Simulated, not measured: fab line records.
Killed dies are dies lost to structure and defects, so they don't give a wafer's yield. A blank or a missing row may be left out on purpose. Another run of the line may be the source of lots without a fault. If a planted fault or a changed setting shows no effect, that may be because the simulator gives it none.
The tool behind it: which one? || flow sky130 || Sampling: 13 lots, 39 wafers, 2 of 708 route steps

== WHAT THE GAUGES READ, wafer by wafer ==
SKY_NWELL_TW_MEAS_15.
{"lot": "L358", "measured": "day 4 23:38", "on": "film-metro-01", "NWELL_TW": "1798 1799 1804"}
{"lot": "L359", "measured": "day 5 04:22", "on": "film-metro-02", "NWELL_TW": "1831 1827 1832"}
{"lot": "L360", "measured": "day 5 07:22", "on": "film-metro-01", "NWELL_TW": "1811 1811 1798"}
{"lot": "L361", "measured": "day 5 13:40", "on": "film-metro-02", "NWELL_TW": "1832 1831 1821"}
{"lot": "L363", "measured": "day 6 05:01", "on": "film-metro-02", "NWELL_TW": "1827 1839 1818"}
{"lot": "L364", "measured": "day 6 06:23", "on": "film-metro-01", "NWELL_TW": "1806 1803 1805"}
{"lot": "L372", "measured": "day 8 03:53", "on": "film-metro-01", "NWELL_TW": "1827 1823 1828"}
{"lot": "L374", "measured": "day 8 21:53", "on": "film-metro-01", "NWELL_TW": "1821 1830 1817"}
{"lot": "L375", "measured": "day 9 04:01", "on": "film-metro-01", "NWELL_TW": "1813 1809 1812"}
{"lot": "L376", "measured": "day 9 12:43", "on": "film-metro-01", "NWELL_TW": "1821 1823 1809"}
{"lot": "L377", "measured": "day 9 16:19", "on": "film-metro-04", "NWELL_TW": "1787 1778 1783"}
{"lot": "L378", "measured": "day 9 16:43", "on": "film-metro-04", "NWELL_TW": "1791 1789 1786"}
{"lot": "L380", "measured": "day 10 07:37", "on": "film-metro-02", "NWELL_TW": "1827 1834 1823"}

== WHAT TOOL EACH LOT RAN ON (gives the tool, then ch and the chambers of the sampled wafers, and finally the start) ==
{"lot": "L358", "SKY_DNWELL_STRIP_08": "plasma-asher-02 ch 1, day 3 12:47"}
{"lot": "L359", "SKY_DNWELL_STRIP_08": "plasma-asher-02 ch 0,1, day 3 16:17"}
{"lot": "L360", "SKY_DNWELL_STRIP_08": "plasma-asher-04 ch 0,1, day 3 20:02"}
{"lot": "L361", "SKY_DNWELL_STRIP_08": "plasma-asher-03 ch 0,1, day 4 01:19"}
{"lot": "L363", "SKY_DNWELL_STRIP_08": "plasma-asher-04 ch 0,1, day 4 15:50"}
{"lot": "L364", "SKY_DNWELL_STRIP_08": "plasma-asher-04 ch 0,1, day 4 17:00"}
{"lot": "L372", "SKY_DNWELL_STRIP_08": "plasma-asher-03 ch 0,1, day 6 13:16"}
{"lot": "L374", "SKY_DNWELL_STRIP_08": "plasma-asher-02 ch 0,1, day 7 04:48"}
{"lot": "L375", "SKY_DNWELL_STRIP_08": "plasma-asher-04 ch 0,1, day 7 10:32"}
{"lot": "L376", "SKY_DNWELL_STRIP_08": "plasma-asher-04 ch 0,1, day 7 18:04"}
{"lot": "L377", "SKY_DNWELL_STRIP_08": "plasma-asher-04 ch 0,1, day 7 23:41"}
{"lot": "L378", "SKY_DNWELL_STRIP_08": "plasma-asher-03 ch 0,1, day 7 23:51"}
{"lot": "L380", "SKY_DNWELL_STRIP_08": "plasma-asher-04 ch 0, day 8 13:17"}
- SKY_DNWELL_STRIP_08: strips in O2/N2.

== WHAT THE TOOLS THEMSELVES READ (means of the sampled wafers that have a number; where no wafer has one, the mark that the record gives instead) ==
SKY_DNWELL_STRIP_08.
{"lot": "L358", "tool": "plasma-asher-02", "drypump-motor-current-A (A)": 5.70, "oes-product-au (a.u.)": 0.725, "strip-time-to-endpoint-s (s)": 36.96}
{"lot": "L359", "tool": "plasma-asher-02", "drypump-motor-current-A (A)": 5.50, "oes-product-au (a.u.)": 0.727, "strip-time-to-endpoint-s (s)": 36.90}
{"lot": "L360", "tool": "plasma-asher-04", "drypump-motor-current-A (A)": 5.86, "oes-product-au (a.u.)": 0.725, "strip-time-to-endpoint-s (s)": 36.99}
{"lot": "L361", "tool": "plasma-asher-03", "drypump-motor-current-A (A)": 5.44, "oes-product-au (a.u.)": 0.723, "strip-time-to-endpoint-s (s)": 37.01}
{"lot": "L363", "tool": "plasma-asher-04", "drypump-motor-current-A (A)": 5.84, "oes-product-au (a.u.)": 0.722, "strip-time-to-endpoint-s (s)": 36.98}
{"lot": "L364", "tool": "plasma-asher-04", "drypump-motor-current-A (A)": 5.94, "oes-product-au (a.u.)": 0.721, "strip-time-to-endpoint-s (s)": 36.85}
{"lot": "L372", "tool": "plasma-asher-03", "drypump-motor-current-A (A)": 5.68, "oes-product-au (a.u.)": 0.724, "strip-time-to-endpoint-s (s)": 36.78}
{"lot": "L374", "tool": "plasma-asher-02", "drypump-motor-current-A (A)": 5.48, "oes-product-au (a.u.)": 0.725, "strip-time-to-endpoint-s (s)": 36.94}
{"lot": "L375", "tool": "plasma-asher-04", "drypump-motor-current-A (A)": 5.86, "oes-product-au (a.u.)": 0.725, "strip-time-to-endpoint-s (s)": 36.75}
{"lot": "L376", "tool": "plasma-asher-04", "drypump-motor-current-A (A)": 5.96, "oes-product-au (a.u.)": 0.720, "strip-time-to-endpoint-s (s)": 36.95}
{"lot": "L377", "tool": "plasma-asher-04", "drypump-motor-current-A (A)": 5.97, "oes-product-au (a.u.)": 0.723, "strip-time-to-endpoint-s (s)": 36.79}
{"lot": "L378", "tool": "plasma-asher-03", "drypump-motor-current-A (A)": 5.43, "oes-product-au (a.u.)": 0.721, "strip-time-to-endpoint-s (s)": 36.69}
{"lot": "L380", "tool": "plasma-asher-04", "drypump-motor-current-A (A)": 6.10, "oes-product-au (a.u.)": 0.724, "strip-time-to-endpoint-s (s)": 36.95}

== THE ANSWER, worked out from the rows above alone ==
Rule: the usual values come from the lots themselves. Put in order of their means at a reading, lots are off if they are a third of the lots or fewer, leave a main group of 4 or more, and stand apart from it by a gap of 3 or more times the standard deviation of the main group's means; of several such gaps the widest counts. If all means in a main group match to the digits the tables above print for the reading, that group is not used. Also off: a lot with no number at a reading for which 4 or more lots have one. All remaining lots with rows at the step are treated as sound. First the gauges in route order, then the tools' own readings, where a lot's mean is used as printed above. At the first step where some lot is off, the reading lying furthest off is the one used; lots without a number count as furthest.
No lot is off on any of the readings shown, so nothing can be concluded from this.

== WHAT WAS PUT IN BY THE SIMULATOR ==
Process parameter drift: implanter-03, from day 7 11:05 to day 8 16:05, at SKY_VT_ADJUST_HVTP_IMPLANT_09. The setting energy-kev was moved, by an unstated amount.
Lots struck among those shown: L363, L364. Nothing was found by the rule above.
